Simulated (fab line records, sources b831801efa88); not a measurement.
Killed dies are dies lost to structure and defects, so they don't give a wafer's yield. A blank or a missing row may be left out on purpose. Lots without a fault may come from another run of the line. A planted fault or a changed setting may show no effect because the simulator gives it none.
Problem report in the 8D (eight disciplines) form, filled by code | flow gf180mcu | the parts of the form that need people (team, actions taken, sign-off) are left out

1. THE PROBLEM
V1_CVD_00_THK at GF_V1_THK_MEAS_01 reads a mean of 302 nm on 2 wafers of 2 lots; wafers without a fault read 599 nm with a standard deviation of 5.5. That is -54 standard deviations from the usual mean.
First seen on wafer L493.1, day 18 10:21, on film_metro-01. The record holds 36 wafers of 12 lots with a number at this step. Rule for "out", or "out of limits": more than 4 standard deviations from the usual mean. The other wafers with a number count as sound.

2. WHAT IT IS AND WHAT IT IS NOT
question                    | is                           | is not
which readings at this step | V1_CVD_00_THK                | -
which lots                  | L493, L494                   | L490, L492, L495, L501, L502, L506, L507, L508, L510, L512
which wafers of those lots  | L493.1, L494.2               | L493.2, L493.6, L494.4, L494.6
read on which gauges        | film_metro-01, film_metro-02 | film_metro-03
when                        | from day 18 10:21            | up to then (8 sound wafers); but 26 sound wafers of L494, L495, L501, L502, L506, L507, L508, L510, L512 came after

3. SUSPECTS, AND WHAT RULES EACH OUT
Counting: a tool at a process step up to the reading stays a suspect if it ran every lot that is out. Sound lots after the first of them don't rule it out here, since some wafers of a struck lot are sound.
- the gauge at GF_V1_THK_MEAS_01: ruled out. The wafers that are out were read on 2 gauges (film_metro-01, film_metro-02).
- pvd_sputter-01 at GF_M1_SPUTTER_03 (material Ti, target thk 10 nm, time 6.7 s): kept. It ran every lot that is out, first L493 (day 17 09:46); its last sound lot up to then is L490 (day 15 22:32).
- pvd_sputter-01 at GF_M1_SPUTTER_04 (material TiN, target thk 50 nm, time 41.7 s): kept. It ran every lot that is out, first L493 (day 17 09:47); its last sound lot up to then is L490 (day 15 22:34).
- hdpcvd-01 at GF_V1_CVD_00 (deposits SiO2, target thk 600 nm, time 100 s): kept. It ran every lot that is out, first L493 (day 18 10:16); its last sound lot up to then is L492 (day 17 13:59). Its own readings are out on those wafers: sih4_flow_sccm.
- Within hdpcvd-01 at GF_V1_CVD_00: the wafers that are out ran in chamber 0; their sound lot-mates ran in chambers 1, 2.
Left after counting: pvd_sputter-01 at GF_M1_SPUTTER_03, pvd_sputter-01 at GF_M1_SPUTTER_04, hdpcvd-01 at GF_V1_CVD_00.

4. THE CAUSE (what the simulator had put in)
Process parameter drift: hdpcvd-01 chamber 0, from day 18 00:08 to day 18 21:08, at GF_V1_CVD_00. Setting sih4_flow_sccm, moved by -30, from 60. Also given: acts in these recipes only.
Counting left 3 suspects, and this tool is among them.

5. THE CHAIN OF EFFECTS, in route order
Each row: a reading whose mean over the struck wafers that have a number lies more than 3 standard deviations from the usual. Only readings for which the record gives a usual standard deviation are gone through. hours: the time from each lot's start at the first step in this table that gives one to its start at this step, as a median over the lots. sigmas: the change in usual standard deviations.
hours | step              | reading        | usual      | on struck wafers | change | sigmas
0     | GF_V1_CVD_00      | sih4_flow_sccm | 59.98 sccm | 29.99            | -29.99 | -99 or more
0     | GF_V1_THK_MEAS_01 | V1_CVD_00_THK  | 599 nm     | 302              | -296   | -54
The process steps in it:
- GF_V1_CVD_00: deposits SiO2, target thk 600 nm, time 100 s.

6. WHAT WOULD HAVE CAUGHT IT SOONER
In this record the first reading out of limits at a measuring or inspecting step was taken at day 18 10:21, 10 hours after the fault began at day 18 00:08.
The tool's own readings at GF_V1_CVD_00 were out on every struck wafer that the step has a row for (sih4_flow_sccm): an alarm limit on them would have fired on the first of those.
Of the lots that are out (2), L494 began GF_V1_CVD_00 on hdpcvd-01 after day 18 10:21. A hold on the tool at that time would have spared it.
